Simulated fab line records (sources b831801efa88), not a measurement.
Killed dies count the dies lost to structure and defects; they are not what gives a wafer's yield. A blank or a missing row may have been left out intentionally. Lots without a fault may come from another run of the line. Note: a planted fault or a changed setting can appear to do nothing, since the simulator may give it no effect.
Which tool did it? | flow sky130 | 6 lots, 18 wafers sampled, at 3 steps of a route of 708

## WHAT THE GAUGES SHOWED, per wafer
SKY_PWDE_TW_MEAS_10.
lot  | measured    | on            | PWDE_TW
L772 | day 4 08:25 | film_metro-01 | 369.9 372.7 370.2
L774 | day 4 17:28 | film_metro-01 | 373.7 369.2 371.0
L776 | day 5 07:49 | film_metro-03 | 372.5 372.6 372.1
L778 | day 5 14:56 | film_metro-03 | 364.1 362.9 362.6
L790 | day 8 15:14 | film_metro-03 | 369.3 369.6 369.3
L792 | day 9 00:38 | film_metro-01 | 372.7 371.8 374.5

## WHAT TOOL EACH LOT RAN ON (gives the tool, then ch and the chambers of the sampled wafers, and finally the start)
lot  | SKY_FIELD_ISO_ETCH_17           | SKY_PWDE_IMPLANT_08
L772 | rie_si-01 ch 0,2,3, day 2 15:32 | implanter-01 ch 0, day 4 08:10
L774 | rie_si-01 ch 0,1,3, day 3 02:09 | implanter-01 ch 0, day 4 17:13
L776 | rie_si-01 ch 0,1,2, day 3 14:30 | implanter-03 ch 0, day 5 07:34
L778 | rie_si-01 ch 0,2,3, day 3 22:32 | implanter-03 ch 0, day 5 14:43
L790 | rie_si-02 ch 1,2, day 6 14:01   | implanter-01 ch 0, day 8 14:59
L792 | rie_si-01 ch 0,1,2, day 7 00:15 | implanter-04 ch 0, day 9 00:23
- SKY_FIELD_ISO_ETCH_17: etches Si in HBr/Cl2/O2, target depth 342 nm, time 97.7 s.
- SKY_PWDE_IMPLANT_08

## THE ANSWER, worked out from the rows above alone
Rule: the usual values come from the lots themselves. Put in order of their means at a reading, lots are off if they are a third of the lots or fewer, leave a main group of 4 or more, and stand apart from it by a gap of 3 or more times the standard deviation of the main group's means; of several such gaps the widest counts. If all means in a main group match to the digits the tables above print for the reading, that group is not used. Also off: a lot with no number at a reading for which 4 or more lots have one. Where the step has rows for the other lots, those lots are counted as sound.
Off: L778, seen at SKY_PWDE_TW_MEAS_10 (PWDE_TW). Main group: mean 371.4, sd 1.2.
A tool fits if, at a process step before that reading, it ran every lot that is off, and no sound lot after the first of them. Those tools and the gauges at SKY_PWDE_TW_MEAS_10 are tried in the same way. One fits: implanter-03 at SKY_PWDE_IMPLANT_08. Its last sound lot is L776 (day 5 07:34), its first lot that is off L778 (day 5 14:43): a fault that began between those two fits.

## WHAT THE SIMULATOR HAD INSERTED
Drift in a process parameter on implanter-03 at SKY_PWDE_IMPLANT_08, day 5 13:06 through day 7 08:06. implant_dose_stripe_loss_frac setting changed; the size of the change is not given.
Struck lots among those shown: L778. The rule above found the same.
